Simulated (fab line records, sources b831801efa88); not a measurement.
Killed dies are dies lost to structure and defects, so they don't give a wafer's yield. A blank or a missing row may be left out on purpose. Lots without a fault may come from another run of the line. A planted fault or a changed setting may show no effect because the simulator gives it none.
One fault seen from 2 desks | flow sky130 | each desk has only its own numbers; what lay behind them comes last

THE TOOL OWNER'S DESK: pvd_sputter-02
The tool's own readings at SKY_METAL2_SPUTTER_02 (material AlCu, target thk 250 nm, time 13.3 s): means of the sampled wafers that have a number, for each lot that ran on this tool. A lot is out of limits, marked OUT, if its mean lies more than 4 standard deviations from the usual mean; the brackets give that distance.
Columns: A = throttle_valve_pct at SKY_METAL2_SPUTTER_02, usual 30.5 %
lot  | first seen here | A
L503 | day 35 05:33    | 31.4
L505 | day 36 06:46    | 31.3
L507 | day 36 20:54    | 30.0
L514 | day 39 00:52    | 30.9
L518 | day 39 01:28    | 30.7
L515 | day 39 03:37    | 30.4
L519 | day 39 09:42    | 31.5
L521 | day 39 21:04    | 30.9
This desk's finding: nothing out of limits on any of the 8 lots.

THE METROLOGY DESK
What the gauges read, lot by lot, whatever tool the lot ran on: means of the sampled wafers that have a number. A lot is out of limits, marked OUT, if its mean lies more than 4 standard deviations from the usual mean; the brackets give that distance.
Columns: A = METAL1_OVL at SKY_METAL1_OVL_MEAS_16, usual 4 nm; B = METAL2_ALCU_RS at SKY_METAL2_RS_MEAS_05, usual 0.1269 ohm/sq; C = METAL2_ALCU_THK at SKY_METAL2_THK_MEAS_06, usual 250.7 nm
lot  | first seen here | A | B                | C
L503 | day 33 23:13    | 6 | 0.1260           | 250.2
L506 | day 34 23:56    | 7 | 0.1285           | 248.1
L505 | day 35 01:46    | 8 | 0.1258           | 251.8
L507 | day 35 17:07    | 6 | 0.1267           | 249.1
L513 | day 37 20:17    | 3 | 0.1259           | 254.1
L514 | day 37 20:38    | 1 | 0.1256           | 251.5
L518 | day 37 21:14    | 7 | 0.1251           | 256.6
L515 | day 38 00:20    | 3 | 0.1263           | 249.8
L519 | day 38 05:14    | 0 | 0.1689 (+35) OUT | 208.5 (-16) OUT
L521 | day 38 17:32    | 2 | 0.1899 (+53) OUT | 189.1 (-23) OUT
This desk's finding: out of limits on L519, L521; first on L519, day 39 09:49 (METAL2_ALCU_RS at SKY_METAL2_RS_MEAS_05). In limits: L503, L506, L505, L507, L513, L514, L518, L515.

PUT TOGETHER
The metrology desk could have raised an alarm at day 39 09:49, on L519, L521.
The tool owner's desk saw nothing out of limits.
The tool owner's desk has L519, L521 on record, within its limits.
Of the lots named, all ran SKY_METAL2_SPUTTER_02 on pvd_sputter-02.

WHAT THE SIMULATOR HAD PUT IN
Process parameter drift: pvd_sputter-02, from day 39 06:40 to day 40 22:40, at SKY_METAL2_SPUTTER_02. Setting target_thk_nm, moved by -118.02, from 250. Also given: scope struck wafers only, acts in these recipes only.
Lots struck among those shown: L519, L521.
Hours from the fault's start to each desk's first reading out of limits: the metrology desk, 3.
